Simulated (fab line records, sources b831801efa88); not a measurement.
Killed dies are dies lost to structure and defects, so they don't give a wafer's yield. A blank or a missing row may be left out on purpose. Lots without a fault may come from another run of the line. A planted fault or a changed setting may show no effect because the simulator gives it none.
Which tool did it? | flow sky130 | 13 lots, 39 wafers sampled, at 2 steps of a route of 708

WHAT THE GAUGES READ, wafer by wafer
SKY_LDD_N_TW_MEAS_17.
lot  | measured     | on            | LDD_N_TW
L126 | day 17 16:04 | film_metro-02 | 2543 2549 2535
L127 | day 17 21:28 | film_metro-02 | 2527 2542 2544
L128 | day 18 05:01 | film_metro-03 | 2610 2605 2604
L131 | day 20 06:32 | film_metro-03 | 2596 2604 2595
L130 | day 20 10:33 | film_metro-04 | 2579 2565 2585
L133 | day 20 14:34 | film_metro-03 | 2595 2597 2594
L132 | day 20 15:52 | film_metro-02 | 2552 2564 2566
L134 | day 20 19:48 | film_metro-03 | 2598 2612 2593
L142 | day 23 12:44 | film_metro-04 | 2569 2578 2560
L143 | day 23 16:54 | film_metro-02 | 2535 2546 2538
L144 | day 24 03:05 | film_metro-02 | 2557 2541 2552
L146 | day 24 16:55 | film_metro-02 | 2546 2542 2547
L149 | day 25 15:47 | film_metro-04 | 2577 2558 2571

WHICH TOOL RAN EACH LOT (tool, then ch and the chambers of the sampled wafers, then the start)
lot  | SKY_POLY_GATE_ETCH_15
L126 | rie_diel-03 ch 0,1,2, day 16 00:13
L127 | rie_diel-01 ch 0,2,3, day 16 10:53
L128 | rie_diel-03 ch 1,3, day 16 18:46
L131 | rie_diel-02 ch 0,2,3, day 18 20:02
L130 | rie_diel-02 ch 0,2, day 19 01:11
L133 | rie_diel-02 ch 0,2,3, day 19 05:55
L132 | rie_diel-01 ch 0,1,2, day 19 06:34
L134 | rie_diel-02 ch 0,1, day 19 09:55
L142 | rie_diel-03 ch 1,2, day 22 03:31
L143 | rie_diel-03 ch 1,2,3, day 22 07:50
L144 | rie_diel-03 ch 1,3, day 22 17:56
L146 | rie_diel-01 ch 1,2,3, day 23 08:07
L149 | rie_diel-01 ch 0,1,2, day 24 08:20
- SKY_POLY_GATE_ETCH_15: etches BARC in N2/H2, stops on SiO2, time 118.5 s, target depth 110 nm.

WHAT THE TOOLS THEMSELVES READ (means of the sampled wafers that have a number; where no wafer has one, the mark that the record gives instead)
SKY_POLY_GATE_ETCH_15.
lot  | tool        | drypump_motor_current_A (A) | h2_flow_sccm (sccm) | oes_product_au (a.u.) | throttle_valve_pct (%)
L126 | rie_diel-03 | 6.1                         | 199.4               | 0.717                 | 13.205
L127 | rie_diel-01 | 5.6                         | 200.4               | 0.716                 | 13.206
L128 | rie_diel-03 | 5.7                         | 200.3               | 0.719                 | 13.209
L131 | rie_diel-02 | 6.1                         | 200.1               | 0.719                 | 13.223
L130 | rie_diel-02 | 6.1                         | 199.3               | 0.718                 | 13.217
L133 | rie_diel-02 | 6.1                         | 199.7               | 0.715                 | 13.213
L132 | rie_diel-01 | 5.2                         | 199.7               | 0.716                 | 13.211
L134 | rie_diel-02 | 5.9                         | 200.5               | 0.714                 | 13.218
L142 | rie_diel-03 | 6.0                         | 199.7               | 0.714                 | 13.219
L143 | rie_diel-03 | 5.8                         | 200.1               | 0.718                 | 13.222
L144 | rie_diel-03 | 5.6                         | 199.9               | 0.721                 | 13.216
L146 | rie_diel-01 | 5.4                         | 200.1               | 0.718                 | 13.226
L149 | rie_diel-01 | 5.2                         | 199.5               | 0.714                 | 13.219

THE ANSWER, worked out from the rows above alone
Rule: what is usual is taken from the lots themselves. Put in order of their means at a reading, lots are off if they are a third of the lots or fewer, leave a main group of 4 or more, and stand apart from it by a gap of 3 or more times the standard deviation of the main group's means; of several such gaps the widest counts. A main group whose means are all the same, to the digits that the tables above print for the reading, isn't used. A lot without any number at a reading at which 4 lots or more have one is off too. The other lots that the step has rows for count as sound. The gauges are gone through in route order, then the tools' own readings, and for those a lot's mean is taken as printed above. The first step at which some lot is off is used, and at that step the reading that is off furthest; a lot without a number counts as furthest.
No lot is off at any reading shown: from this, nothing can be told.

WHAT THE SIMULATOR HAD PUT IN
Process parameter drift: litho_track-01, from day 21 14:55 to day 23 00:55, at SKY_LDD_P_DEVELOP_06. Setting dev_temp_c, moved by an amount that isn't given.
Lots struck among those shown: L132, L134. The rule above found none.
